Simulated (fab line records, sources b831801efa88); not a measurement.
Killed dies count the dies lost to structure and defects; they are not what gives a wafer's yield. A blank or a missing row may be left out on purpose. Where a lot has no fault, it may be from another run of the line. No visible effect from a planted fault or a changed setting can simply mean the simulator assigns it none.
fab line records | flow sfqLine | part 1 of 2: steps 1 to 24 of 34
record lots=5 | wafers=15 | lastDay=94
route steps=325 shown I0@54 M1@58 I1@73 M2@88
lots with no fault: from the same line, run without faults
startH: start of the lot's first displayed wafer, in hours after the record's first day | waitH: hours from the lot's prior step to this one | " unchanged from the row above | L1.1+2: a row that stands for several wafers | - no value, or no start given | * or withheld: withheld | < > ~ a bound
route shown NAME@n: a module of which the file shows steps, and the number in the route of the first | usual: mean/standard deviation of fault-free wafers | same: alike in all rows | chamber/n: place in a boat | sites: each site's reading | _std_site: standard deviation of those values | _edge_site: the outer-site mean with the inner-site mean subtracted | radiusMm: how far each site lies from the wafer's centre | mask NAME#n: copy n | behind: tool/chamber where the wafer was last shaped | hold: reason for holding the lot/hours on hold/outcome of the hold | device: whichever transistor did not switch (one of n, p or np) | end of line: the tests these same wafers got at the end of their route | step lacking rows: just its recipe | killed: dies lost to structure and defects at the first sort, not the wafer's yield | map: dies across one wafer; x = killed, . = not, _ = none there
set.NAME: the setting that was run; set.NAME@STEP: the one run at that earlier step | model.NAME: the simulator's own value behind a step, which no gauge read
lots seen at some steps along the route; tables by step, rows by wafer
services: when a tool's chamber went out of use (startH, in hours from the record's first day, below 0 if earlier), for how many hours, and the reason
## steps
# step SFQ_TRILAYER_I0_VIA_BARC_OPEN_VIA_ETCH_046
# recipe maskMaterial=PR | chemistry=O2 | targetDepthNm=125 | target=BARC | sourceW=500 | biasW=80 | pressureMtorr=30 | timeS=41.7
# usual drypumpMotorCurrentA=5.9/0.41 | oesProductAu=0.686/0.0044
lot.wafer | tool       | chamber | startH | waitH | drypumpMotorCurrentA | oesProductAu | rfHoursCounterH
L079.2    | rieDiel-01 | 1       | 464.91 | 0.0   | 5.9                  | 0.682        | 14
L079.3    | "          | 3       | "      | "     | 5.3                  | 0.685        | 0
L079.5    | "          | 3       | "      | "     | 5.3                  | 0.684        | -
L082.1    | rieDiel-01 | 1       | 501.16 | 0.0   | 5.9                  | 0.674        | 14
L082.2    | "          | 3       | "      | "     | 5.3                  | 0.685        | 1
L082.3    | "          | 0       | "      | "     | 5.4                  | 0.678        | 85
L086.2    | rieDiel-01 | 3       | 529.96 | 0.0   | 5.3                  | 0.676        | 1
L086.3    | "          | 2       | "      | "     | 6.2                  | 0.691        | 50
L086.5    | "          | 1       | "      | "     | 6.0                  | 0.688        | -
L092.3    | rieDiel-04 | 3       | 595.24 | 0.0   | 5.6                  | 0.686        | 6
L092.4    | "          | 0       | "      | "     | 6.0                  | 0.683        | 0
L092.5    | "          | 1       | "      | "     | 5.3                  | 0.686        | -
L093.2    | rieDiel-04 | 0       | 609.64 | 0.0   | 6.0                  | 0.687        | 0
L093.4    | "          | 2       | "      | "     | 6.2                  | 0.684        | 1
L093.5    | "          | 1       | "      | "     | 5.3                  | 0.688        | -
# step SFQ_TRILAYER_I0_VIA_ETCH_VIA_ETCH_034
# recipe target=SiO2 | stopOn=Nb | maskMaterial=PR | taperDeg=20 | chemistry=CHF3 | targetDepthNm=260 | sourceW=500 | biasW=80 | pressureMtorr=30 | timeS=withheld
# usual drypumpMotorCurrentA=5.9/0.41 | oesProductAu=0.851/0.0051
lot.wafer | tool       | chamber | startH | waitH | drypumpMotorCurrentA | oesProductAu
L079.2    | rieDiel-01 | 1       | 464.95 | 0.0   | 5.9                  | 0.852
L079.3    | "          | 3       | "      | "     | 5.3                  | 0.843
L079.5    | "          | 3       | "      | "     | 5.3                  | 0.854
L082.1    | rieDiel-01 | 1       | 501.20 | 0.0   | 6.0                  | 0.853
L082.2    | "          | 3       | "      | "     | 5.3                  | 0.848
L082.3    | "          | 0       | "      | "     | 5.4                  | 0.855
L086.2    | rieDiel-01 | 3       | 530.00 | 0.0   | 5.3                  | 0.849
L086.3    | "          | 2       | "      | "     | 6.1                  | 0.862
L086.5    | "          | 1       | "      | "     | 6.0                  | 0.856
L092.3    | rieDiel-04 | 3       | 595.28 | 0.0   | 5.6                  | 0.864
L092.4    | "          | 0       | "      | "     | 6.0                  | 0.849
L092.5    | "          | 1       | "      | "     | 5.3                  | 0.844
L093.2    | rieDiel-04 | 0       | 609.68 | 0.0   | 6.0                  | 0.857
L093.4    | "          | 2       | "      | "     | 6.2                  | 0.852
L093.5    | "          | 1       | "      | "     | 5.3                  | 0.848
# step SFQ_TRILAYER_I0_VIA_STRIP_STRIP_035
# recipe gas=O2 | powerW=200 | platenTempC=40 | overashFraction=0.65 | chemistry=O2 | pressureMtorr=50
# usual drypumpMotorCurrentA=5.85/0.24 | heBacksideLeakSccm=3.5/0.42 | oesProductAu=1.000/0.0087
lot.wafer | tool        | chamber | startH | waitH | drypumpMotorCurrentA | heBacksideLeakSccm | oesProductAu | rfHoursCounterH
L079.2    | rieMetal-03 | 1       | 465.26 | -     | 5.84                 | 3.6                | 1.021        | -
L079.3    | "           | 1       | "      | "     | 5.81                 | 3.6                | 1.000        | -
L079.5    | "           | 1       | "      | "     | 5.81                 | 3.7                | 1.000        | -
L082.1    | rieMetal-01 | 0       | 501.31 | -     | 5.62                 | 3.6                | 1.005        | 137
L082.2    | "           | 1       | "      | "     | 5.88                 | 3.4                | 1.013        | 26
L082.3    | "           | 0       | "      | "     | 5.63                 | 3.6                | 1.012        | -
L086.2    | rieMetal-03 | 0       | 530.11 | -     | 6.32                 | 3.1                | 1.001        | 7
L086.3    | "           | 1       | "      | "     | 5.81                 | 4.2                | 0.997        | -
L086.5    | "           | 1       | "      | "     | 5.83                 | 4.1                | 0.999        | -
L092.3    | rieMetal-01 | 1       | 595.59 | -     | 5.90                 | 3.4                | 1.017        | -
L092.4    | "           | 0       | "      | "     | 5.62                 | 3.7                | 1.017        | -
L092.5    | "           | 1       | "      | "     | 5.88                 | 3.2                | 1.015        | -
L093.2    | rieMetal-02 | 0       | 609.79 | -     | 5.47                 | 3.4                | 0.979        | 23
L093.4    | "           | 1       | "      | "     | 5.96                 | 3.8                | 0.982        | -
L093.5    | "           | 0       | "      | "     | 5.47                 | 3.3                | 0.983        | -
# step SFQ_TRILAYER_I0_VIA_STRIP_SOLV_CLEAN_036
# recipe chemistry=NMP | tempC=70 | timeS=600
lot.wafer  | tool        | chamber | startH | waitH
L079.2+3+5 | wetBench-04 | 1,3,4   | 466.26 | 0.8
L082.1+2+3 | wetBench-02 | 3,4,7   | 501.91 | 0.4
L086.2+3+5 | wetBench-04 | 2,3,0   | 530.71 | 0.4
L092.3+4+5 | wetBench-02 | 3,7,2   | 595.99 | 0.2
L093.2+4+5 | wetBench-04 | 4,0,6   | 610.39 | 0.4
# step SFQ_TRILAYER_M1_DEP_PRE_CLEAN_038
# recipe gas=Ar | timeS=22.5 | biasV=250
lot.wafer  | tool          | chamber | startH | waitH
L079.2+3+5 | pvdSputter-05 | -       | 466.45 | 0.0
L082.1+2+3 | pvdSputter-04 | -       | 502.09 | 0.0
L086.2+3+5 | pvdSputter-04 | -       | 530.89 | 0.0
L092.3+4+5 | pvdSputter-05 | -       | 596.17 | 0.0
L093.2+4+5 | pvdSputter-06 | -       | 610.57 | 0.0
# step SFQ_TRILAYER_M1_DEP_SPUTTER_037
# recipe material=Nb | basePressurePa=1.33e-06 | chamberPressurePa=0.1333 | substrateTempC=20 | resputterCathodeVoltageV=400 | targetThkNm=200 | powerW=2000 | timeS=133.3
# usual throttleValvePct=29.7/1.1
lot.wafer | tool          | chamber | startH | waitH | throttleValvePct
L079.2    | pvdSputter-05 | -       | 466.48 | 0.0   | 29.0
L079.3    | "             | -       | "      | "     | 27.9
L079.5    | "             | -       | "      | "     | 29.0
L082.1    | pvdSputter-04 | -       | 502.12 | 0.0   | 28.5
L082.2    | "             | -       | "      | "     | 29.5
L082.3    | "             | -       | "      | "     | 30.0
L086.2    | pvdSputter-04 | -       | 530.92 | 0.0   | 30.3
L086.3    | "             | -       | "      | "     | 30.4
L086.5    | "             | -       | "      | "     | 29.6
L092.3    | pvdSputter-05 | -       | 596.20 | 0.0   | 28.1
L092.4    | "             | -       | "      | "     | 29.1
L092.5    | "             | -       | "      | "     | 30.7
L093.2    | pvdSputter-06 | -       | 610.60 | 0.0   | 31.9
L093.4    | "             | -       | "      | "     | 29.6
L093.5    | "             | -       | "      | "     | 28.8
# step SFQ_M1_RS_MEAS_909
# recipe thkMeasGauge=four-point-probe | reads=Nb_of_TRILAYER_M1_DEP_SPUTTER_037
# usual M1_NB_RS=0.893/0.008
lot.wafer | tool         | chamber | startH | waitH | M1_NB_RS[ohm/sq]
L079.2    | filmMetro-03 | -       | 466.59 | 0.1   | 0.885
L079.3    | "            | -       | "      | "     | 0.886
L079.5    | "            | -       | "      | "     | 0.886
L082.1    | filmMetro-03 | -       | 502.21 | 0.0   | 0.889
L082.2    | "            | -       | "      | "     | 0.888
L082.3    | "            | -       | "      | "     | 0.888
L086.2    | filmMetro-03 | -       | 531.03 | 0.1   | 0.900
L086.3    | "            | -       | "      | "     | 0.884
L086.5    | "            | -       | "      | "     | 0.888
L092.3    | filmMetro-03 | -       | 596.33 | 0.1   | 0.892
L092.4    | "            | -       | "      | "     | 0.894
L092.5    | "            | -       | "      | "     | 0.892
L093.2    | filmMetro-04 | -       | 610.71 | 0.1   | 0.888
L093.4    | "            | -       | "      | "     | 0.902
L093.5    | "            | -       | "      | "     | 0.901
# step SFQ_TRILAYER_M1_LITHO_COAT_044
# recipe resist=BARC | spinRpm=3000 | resistThkNm=61.27
# usual chillPlateTempC=23.00/0.099
lot.wafer | tool          | chamber | startH | waitH | chillPlateTempC
L079.2    | lithoTrack-02 | 0       | 466.80 | 0.1   | 23.06
L079.3    | "             | 0       | "      | "     | 23.18
L079.5    | "             | 0       | "      | "     | 23.16
L082.1    | lithoTrack-04 | 0       | 502.39 | 0.1   | 23.00
L082.2    | "             | 0       | "      | "     | 22.80
L082.3    | "             | 0       | "      | "     | 22.95
L086.2    | lithoTrack-04 | 0       | 531.24 | 0.1   | 22.83
L086.3    | "             | 0       | "      | "     | 22.99
L086.5    | "             | 0       | "      | "     | 23.07
L092.3    | lithoTrack-04 | 0       | 596.57 | 0.1   | 23.11
L092.4    | "             | 0       | "      | "     | 22.95
L092.5    | "             | 0       | "      | "     | 22.95
L093.2    | lithoTrack-02 | 0       | 610.92 | 0.1   | 23.05
L093.4    | "             | 0       | "      | "     | 23.13
L093.5    | "             | 0       | "      | "     | 23.19
# step SFQ_TRILAYER_M1_LITHO_COAT_039
# recipe resist=KrF | spinRpm=3000 | resistThkNm=600
# usual chillPlateTempC=23.03/0.092
lot.wafer | tool          | chamber | startH | waitH | chillPlateTempC
L079.2    | lithoTrack-02 | 0       | 467.10 | 0.2   | 22.97
L079.3    | "             | 0       | "      | "     | 23.09
L079.5    | "             | 0       | "      | "     | 23.04
L082.1    | lithoTrack-04 | 0       | 502.69 | 0.2   | 22.83
L082.2    | "             | 0       | "      | "     | 23.01
L082.3    | "             | 0       | "      | "     | 22.77
L086.2    | lithoTrack-04 | 0       | 531.54 | 0.2   | 23.15
L086.3    | "             | 0       | "      | "     | 22.92
L086.5    | "             | 0       | "      | "     | 23.05
L092.3    | lithoTrack-04 | 0       | 596.87 | 0.2   | 23.07
L092.4    | "             | 0       | "      | "     | 23.05
L092.5    | "             | 0       | "      | "     | 22.93
L093.2    | lithoTrack-02 | 0       | 611.22 | 0.2   | 23.07
L093.4    | "             | 0       | "      | "     | 23.20
L093.5    | "             | 0       | "      | "     | 22.98
# step SFQ_TRILAYER_M1_LITHO_SOFTBAKE_043
# recipe tempC=withheld | timeS=withheld | resist=KrF
# usual chillPlateTempC=*
lot.wafer | tool          | chamber | startH | waitH | chillPlateTempC
L079.2    | lithoTrack-02 | 0       | 467.38 | 0.2   | *
L079.3    | "             | 0       | "      | "     | *
L079.5    | "             | 0       | "      | "     | *
L082.1    | lithoTrack-04 | 0       | 502.99 | 0.2   | *
L082.2    | "             | 0       | "      | "     | *
L082.3    | "             | 0       | "      | "     | *
L086.2    | lithoTrack-04 | 0       | 531.81 | 0.2   | *
L086.3    | "             | 0       | "      | "     | *
L086.5    | "             | 0       | "      | "     | *
L092.3    | lithoTrack-04 | 0       | 597.12 | 0.2   | *
L092.4    | "             | 0       | "      | "     | *
L092.5    | "             | 0       | "      | "     | *
L093.2    | lithoTrack-02 | 0       | 611.49 | 0.2   | *
L093.4    | "             | 0       | "      | "     | *
L093.5    | "             | 0       | "      | "     | *
# step SFQ_TRILAYER_M1_LITHO_EXPOSE_040
# recipe maskId=M1 | na=0.6 | sourceShape=conventional | sigmaOuter=0.65 | targetCdNm=500 | doseMj=14.4
lot.wafer  | tool          | chamber | startH | waitH | mask
L079.2+3+5 | krfScanner-02 | 0       | 622.31 | -     | M1#0
L082.1+2+3 | krfScanner-02 | 0       | 654.51 | -     | M1#0
L086.2+3+5 | krfScanner-02 | 0       | 686.78 | -     | M1#0
L092.3+4+5 | krfScanner-02 | 0       | 751.43 | -     | M1#0
L093.2+4+5 | krfScanner-02 | 0       | 765.63 | -     | M1#0
# step SFQ_TRILAYER_M1_LITHO_PEB_042
# recipe pebTempC=115 | pebTimeS=60 | resist=KrF
# usual chillPlateTempC=22.98/0.1
lot.wafer | tool          | chamber | startH | waitH | chillPlateTempC
L079.2    | lithoTrack-04 | 0       | 623.33 | 0.8   | 22.91
L079.3    | "             | 0       | "      | "     | 22.96
L079.5    | "             | 0       | "      | "     | 23.05
L082.1    | lithoTrack-02 | 0       | 655.71 | 1.0   | 23.04
L082.2    | "             | 0       | "      | "     | 23.04
L082.3    | "             | 0       | "      | "     | 22.93
L086.2    | lithoTrack-04 | 0       | 687.81 | 0.8   | 22.84
L086.3    | "             | 0       | "      | "     | 22.86
L086.5    | "             | 0       | "      | "     | 22.99
L092.3    | lithoTrack-02 | 0       | 752.28 | 0.7   | 22.97
L092.4    | "             | 0       | "      | "     | 22.96
L092.5    | "             | 0       | "      | "     | 23.05
L093.2    | lithoTrack-04 | 0       | 766.66 | 0.8   | 23.05
L093.4    | "             | 0       | "      | "     | 22.94
L093.5    | "             | 0       | "      | "     | 23.00
# step SFQ_TRILAYER_M1_LITHO_DEVELOP_041
# recipe timeS=60 | resist=KrF
# usual chillPlateTempC=23.00/0.1
lot.wafer | tool          | chamber | startH | waitH | chillPlateTempC
L079.2    | lithoTrack-04 | 0       | 623.48 | 0.1   | 23.28
L079.3    | "             | 0       | "      | "     | 23.06
L079.5    | "             | 0       | "      | "     | 23.15
L082.1    | lithoTrack-02 | 0       | 655.86 | 0.1   | 23.04
L082.2    | "             | 0       | "      | "     | 23.03
L082.3    | "             | 0       | "      | "     | 23.02
L086.2    | lithoTrack-04 | 0       | 687.96 | 0.1   | 23.01
L086.3    | "             | 0       | "      | "     | 22.96
L086.5    | "             | 0       | "      | "     | 23.09
L092.3    | lithoTrack-02 | 0       | 752.43 | 0.1   | 23.01
L092.4    | "             | 0       | "      | "     | 23.06
L092.5    | "             | 0       | "      | "     | 23.01
L093.2    | lithoTrack-04 | 0       | 766.81 | 0.1   | 22.90
L093.4    | "             | 0       | "      | "     | 22.98
L093.5    | "             | 0       | "      | "     | 23.00
# step SFQ_M1_OVL_MEAS_911
# usual M1_OVL=1/5
lot.wafer | tool       | chamber | startH | waitH | M1_OVL[nm]
L079.2    | overlay-01 | -       | 623.61 | 0.1   | 7
L079.3    | "          | -       | "      | "     | 4
L079.5    | "          | -       | "      | "     | 3
L082.1    | overlay-01 | -       | 656.01 | 0.1   | 2
L082.2    | "          | -       | "      | "     | 0
L082.3    | "          | -       | "      | "     | 4
L086.2    | overlay-02 | -       | 688.09 | 0.1   | 3
L086.3    | "          | -       | "      | "     | -1
L086.5    | "          | -       | "      | "     | 2
L092.3    | overlay-02 | -       | 752.54 | 0.1   | 12
L092.4    | "          | -       | "      | "     | 11
L092.5    | "          | -       | "      | "     | 8
L093.2    | overlay-02 | -       | 766.94 | 0.1   | -7
L093.4    | "          | -       | "      | "     | -12
L093.5    | "          | -       | "      | "     | -7
# step SFQ_TRILAYER_M1_BARC_OPEN_METAL_ETCH_054
# recipe maskMaterial=PR | chemistry=O2 | targetDepthNm=125 | target=BARC | icpW=600 | biasW=80 | pressureMtorr=10 | timeS=41.7
# usual drypumpMotorCurrentA=5.9/0.32 | heBacksideLeakSccm=3.43/0.18 | oesProductAu=0.682/0.0045
lot.wafer | tool        | chamber | startH | waitH | drypumpMotorCurrentA | heBacksideLeakSccm | oesProductAu | rfHoursCounterH
L079.2    | rieMetal-04 | 1       | 623.64 | 0.0   | 6.3                  | 3.67               | 0.682        | 22
L079.3    | "           | 1       | "      | "     | 6.4                  | 3.62               | 0.680        | -
L079.5    | "           | 1       | "      | "     | 6.3                  | 3.62               | 0.682        | -
L082.1    | rieMetal-02 | 1       | 656.04 | 0.0   | 6.0                  | 3.76               | 0.687        | 145
L082.2    | "           | 0       | "      | "     | 5.5                  | 3.34               | 0.690        | 27
L082.3    | "           | 0       | "      | "     | 5.5                  | 3.24               | 0.680        | -
L086.2    | rieMetal-04 | 0       | 688.12 | 0.0   | 5.7                  | 3.04               | 0.682        | 63
L086.3    | "           | 0       | "      | "     | 5.7                  | 3.19               | 0.682        | -
L086.5    | "           | 1       | "      | "     | 6.4                  | 3.64               | 0.679        | -
L092.3    | rieMetal-02 | 1       | 752.59 | 0.0   | 6.0                  | 3.47               | 0.677        | -
L092.4    | "           | 0       | "      | "     | 5.5                  | 3.30               | 0.683        | -
L092.5    | "           | 1       | "      | "     | 6.0                  | 3.37               | 0.678        | -
L093.2    | rieMetal-04 | 1       | 766.99 | 0.0   | 6.3                  | 3.79               | 0.687        | -
L093.4    | "           | 1       | "      | "     | 6.3                  | 3.75               | 0.681        | -
L093.5    | "           | 1       | "      | "     | 6.4                  | 3.73               | 0.675        | -
# step SFQ_TRILAYER_M1_ETCH_METAL_ETCH_042
# recipe target=Nb | stopOn=SiO2 | maskMaterial=PR | chemistry=Cl2/Ar | targetDepthNm=240 | icpW=600 | biasW=80 | pressureMtorr=10 | timeS=120
# usual drypumpMotorCurrentA=5.9/0.33 | heBacksideLeakSccm=3.44/0.26 | oesProductAu=0.893/0.0065
lot.wafer | tool        | chamber | startH | waitH | drypumpMotorCurrentA | heBacksideLeakSccm | oesProductAu | rfHoursCounterH
L079.2    | rieMetal-04 | 1       | 623.70 | 0.0   | 6.4                  | 3.71               | 0.903        | 22
L079.3    | "           | 1       | "      | "     | 6.4                  | 3.61               | 0.896        | -
L079.5    | "           | 1       | "      | "     | 6.4                  | 3.67               | 0.897        | -
L082.1    | rieMetal-02 | 1       | 656.10 | 0.0   | 6.0                  | 3.42               | 0.892        | 145
L082.2    | "           | 0       | "      | "     | 5.5                  | 3.36               | 0.904        | 27
L082.3    | "           | 0       | "      | "     | 5.5                  | 3.21               | 0.890        | -
L086.2    | rieMetal-04 | 0       | 688.18 | 0.0   | 5.7                  | 3.44               | 0.886        | 63
L086.3    | "           | 0       | "      | "     | 5.7                  | 3.10               | 0.906        | -
L086.5    | "           | 1       | "      | "     | 6.4                  | 3.23               | 0.895        | -
L092.3    | rieMetal-02 | 1       | 752.67 | 0.1   | 6.0                  | 3.22               | 0.894        | -
L092.4    | "           | 0       | "      | "     | 5.5                  | 3.44               | 0.898        | -
L092.5    | "           | 1       | "      | "     | 6.0                  | 3.43               | 0.898        | -
L093.2    | rieMetal-04 | 1       | 767.13 | 0.1   | 6.4                  | 3.48               | 0.901        | -
L093.4    | "           | 1       | "      | "     | 6.4                  | 3.60               | 0.887        | -
L093.5    | "           | 1       | "      | "     | 6.4                  | 3.53               | 0.889        | -
# step SFQ_TRILAYER_M1_STRIP_STRIP_043
# recipe gas=O2 | powerW=200 | platenTempC=40 | overashFraction=0.65 | chemistry=O2 | pressureMtorr=50
# usual drypumpMotorCurrentA=5.9/0.33 | heBacksideLeakSccm=3.44/0.3 | oesProductAu=0.997/0.0084
lot.wafer | tool        | chamber | startH | waitH | drypumpMotorCurrentA | heBacksideLeakSccm | oesProductAu | rfHoursCounterH
L079.2    | rieMetal-04 | 1       | 623.83 | 0.1   | 6.4                  | 3.26               | 0.993        | 22
L079.3    | "           | 1       | "      | "     | 6.3                  | 3.66               | 0.997        | -
L079.5    | "           | 1       | "      | "     | 6.4                  | 3.39               | 0.989        | -
L082.1    | rieMetal-02 | 1       | 656.23 | 0.1   | 6.0                  | 3.69               | 0.994        | 145
L082.2    | "           | 0       | "      | "     | 5.5                  | 3.44               | 0.992        | 28
L082.3    | "           | 1       | "      | "     | 6.0                  | 3.53               | 0.996        | -
L086.2    | rieMetal-04 | 0       | 688.30 | 0.1   | 5.7                  | 3.43               | 0.998        | 63
L086.3    | "           | 0       | "      | "     | 5.7                  | 3.47               | 0.994        | -
L086.5    | "           | 1       | "      | "     | 6.4                  | 3.69               | 0.993        | -
L092.3    | rieMetal-02 | 1       | 752.95 | 0.2   | 6.0                  | 3.28               | 1.005        | -
L092.4    | "           | 0       | "      | "     | 5.4                  | 3.41               | 1.008        | -
L092.5    | "           | 1       | "      | "     | 6.0                  | 3.31               | 0.998        | -
L093.2    | rieMetal-04 | 1       | 767.54 | 0.4   | 6.4                  | 3.51               | 0.996        | -
L093.4    | "           | 1       | "      | "     | 6.4                  | 3.29               | 0.995        | -
L093.5    | "           | 1       | "      | "     | 6.4                  | 3.26               | 1.000        | -
# step SFQ_TRILAYER_M1_STRIP_SOLV_CLEAN_044
# recipe chemistry=NMP | tempC=70 | timeS=600
lot.wafer  | tool        | chamber | startH | waitH
L079.2+3+5 | wetBench-03 | 4,0,7   | 624.43 | 0.4
L082.1+2+3 | wetBench-02 | 3,2,7   | 657.03 | 0.6
L086.2+3+5 | wetBench-01 | 5,4,2   | 688.90 | 0.4
L092.3+4+5 | wetBench-03 | 3,2,1   | 753.35 | 0.2
L093.2+4+5 | wetBench-02 | 6,0,1   | 768.54 | 0.8
# step SFQ_TRILAYER_I1_DEP_PECVD_045
# recipe material=SiO2 | tempC=150 | timeS=111.11 | pressureTorr=2.4 | rfW=183.3 | precursor=SiH4/N2O | targetThkNm=500
# usual heaterPowerW=90/20 | showerheadVppV=827/62 | throttleValvePct=24.2/0.78
lot.wafer | tool     | chamber | startH | waitH | heaterPowerW | showerheadVppV | throttleValvePct
L079.2    | pecvd-02 | 1       | 624.60 | 0.0   | 59           | 842            | 24.1
L079.3    | "        | 2       | "      | "     | 96           | 895            | 24.0
L079.5    | "        | 0       | "      | "     | 89           | 822            | 24.4
L082.1    | pecvd-04 | 2       | 657.20 | 0.0   | 87           | 706            | 24.6
L082.2    | "        | 0       | "      | "     | 78           | 859            | 24.0
L082.3    | "        | 1       | "      | "     | 132          | 886            | 22.9
L086.2    | pecvd-01 | 0       | 689.08 | 0.0   | 87           | 830            | 24.8
L086.3    | "        | 1       | "      | "     | 87           | 896            | 25.2
L086.5    | "        | 1       | "      | "     | 91           | 874            | 25.2
L092.3    | pecvd-04 | 1       | 753.53 | 0.0   | 135          | 882            | 22.9
L092.4    | "        | 2       | "      | "     | 91           | 710            | 24.6
L092.5    | "        | 0       | "      | "     | 83           | 852            | 24.3
L093.2    | pecvd-04 | 1       | 768.71 | 0.0   | 122          | 878            | 22.9
L093.4    | "        | 0       | "      | "     | 82           | 845            | 24.6
L093.5    | "        | 1       | "      | "     | 126          | 875            | 22.8
# step SFQ_TRILAYER_I1_CMP_CMP_046
# recipe material=SiO2 | downForcePsi=3 | platenRpm=60 | padVelocityMS=0.94248
# usual motorCurrentA=10.1/1.1 | timeToEndpointS=213/6.9
lot.wafer | tool   | chamber | startH | waitH | motorCurrentA | timeToEndpointS
L079.3    | cmp-01 | 0       | 625.18 | 0.5   | 9.8           | 211
L079.2    | "      | 2       | 626.18 | 1.5   | 11.1          | 213
L079.5    | "      | 3       | "      | "     | 10.7          | 221
L082.1    | cmp-01 | 3       | 657.57 | 0.3   | 10.4          | 205
L082.2    | "      | 0       | "      | "     | 10.3          | 214
L082.3    | "      | 2       | 659.07 | 1.8   | 10.4          | 207
L086.2    | cmp-02 | 3       | 689.16 | 0.0   | 9.4           | 203
L086.3    | "      | 2       | 690.66 | 1.5   | 11.5          | 204
L086.5    | "      | 0       | 691.66 | 2.5   | 8.6           | 219
L092.3    | cmp-01 | 2       | 753.60 | 0.0   | 11.1          | 215
L092.4    | "      | 3       | "      | "     | 9.7           | 219
L092.5    | "      | 2       | 755.60 | 2.0   | 10.9          | 214
L093.4    | cmp-01 | 0       | 769.20 | 0.4   | 9.8           | 213
L093.2    | "      | 3       | 770.70 | 1.9   | 10.0          | 202
L093.5    | "      | 0       | "      | "     | 9.7           | 211
# step SFQ_I1_BOW_MEAS_912
# recipe mode=bow
# usual I1_BOW=1/8.4
lot.wafer | tool         | chamber | startH | waitH | I1_BOW[um]
L079.2    | filmMetro-03 | -       | 627.70 | 1.0   | -13
L079.3    | "            | -       | "      | "     | -9
L079.5    | "            | -       | "      | "     | -7
L082.1    | filmMetro-01 | -       | 660.57 | 2.5   | -7
L082.2    | "            | -       | "      | "     | 17
L082.3    | "            | -       | "      | "     | 9
L086.2    | filmMetro-03 | -       | 692.18 | 2.5   | -3
L086.3    | "            | -       | "      | "     | 5
L086.5    | "            | -       | "      | "     | -10
L092.3    | filmMetro-02 | -       | 756.64 | 2.5   | 7
L092.4    | "            | -       | "      | "     | 5
L092.5    | "            | -       | "      | "     | 15
L093.2    | filmMetro-01 | -       | 772.22 | 1.0   | 4
L093.4    | "            | -       | "      | "     | -7
L093.5    | "            | -       | "      | "     | -6
# step SFQ_TRILAYER_I1_METRO_MEASURE_047
# usual thkNm=200.2/0.95
lot.wafer | tool         | chamber | startH | waitH | thkNm
L079.2    | filmMetro-03 | -       | 628.00 | 0.3   | 201.8
L079.3    | "            | -       | "      | "     | 200.6
L079.5    | "            | -       | "      | "     | 200.7
L082.1    | filmMetro-01 | -       | 660.69 | 0.1   | 199.8
L082.2    | "            | -       | "      | "     | 199.8
L082.3    | "            | -       | "      | "     | 200.3
L086.2    | filmMetro-03 | -       | 692.48 | 0.3   | 200.4
L086.3    | "            | -       | "      | "     | 200.9
L086.5    | "            | -       | "      | "     | 200.1
L092.3    | filmMetro-02 | -       | 757.12 | 0.5   | 200.8
L092.4    | "            | -       | "      | "     | 201.5
L092.5    | "            | -       | "      | "     | 200.8
L093.2    | filmMetro-01 | -       | 772.52 | 0.3   | 201.0
L093.4    | "            | -       | "      | "     | 202.7
L093.5    | "            | -       | "      | "     | 202.1
# step SFQ_TRILAYER_I1_VIA_LITHO_COAT_054
# recipe resist=BARC | spinRpm=3000 | resistThkNm=62
# usual chillPlateTempC=23.02/0.1
lot.wafer | tool          | chamber | startH | waitH | chillPlateTempC
L079.2    | lithoTrack-02 | 0       | 629.05 | 0.8   | 22.95
L079.3    | "             | 0       | "      | "     | 23.07
L079.5    | "             | 0       | "      | "     | 22.90
L082.1    | lithoTrack-02 | 0       | 661.89 | 1.0   | 23.02
L082.2    | "             | 0       | "      | "     | 23.07
L082.3    | "             | 0       | "      | "     | 23.15
L086.2    | lithoTrack-04 | 0       | 693.53 | 0.8   | 23.08
L086.3    | "             | 0       | "      | "     | 23.04
L086.5    | "             | 0       | "      | "     | 23.13
L092.3    | lithoTrack-02 | 0       | 758.02 | 0.7   | 23.13
L092.4    | "             | 0       | "      | "     | 23.06
L092.5    | "             | 0       | "      | "     | 23.01
L093.2    | lithoTrack-04 | 0       | 773.57 | 0.8   | 22.88
L093.4    | "             | 0       | "      | "     | 23.12
L093.5    | "             | 0       | "      | "     | 22.95
# step SFQ_TRILAYER_I1_VIA_LITHO_COAT_049
# recipe resist=KrF | spinRpm=3000 | resistThkNm=650
# usual chillPlateTempC=23.01/0.1
lot.wafer | tool          | chamber | startH | waitH | chillPlateTempC
L079.2    | lithoTrack-02 | 0       | 629.35 | 0.2   | 23.07
L079.3    | "             | 0       | "      | "     | 23.05
L079.5    | "             | 0       | "      | "     | 22.95
L082.1    | lithoTrack-02 | 0       | 662.19 | 0.2   | 22.98
L082.2    | "             | 0       | "      | "     | 23.03
L082.3    | "             | 0       | "      | "     | 22.99
L086.2    | lithoTrack-04 | 0       | 693.83 | 0.2   | 23.02
L086.3    | "             | 0       | "      | "     | 23.06
L086.5    | "             | 0       | "      | "     | 23.07
L092.3    | lithoTrack-02 | 0       | 758.32 | 0.2   | 23.00
L092.4    | "             | 0       | "      | "     | 23.13
L092.5    | "             | 0       | "      | "     | 22.86
L093.2    | lithoTrack-04 | 0       | 773.87 | 0.2   | 23.11
L093.4    | "             | 0       | "      | "     | 22.94
L093.5    | "             | 0       | "      | "     | 23.14
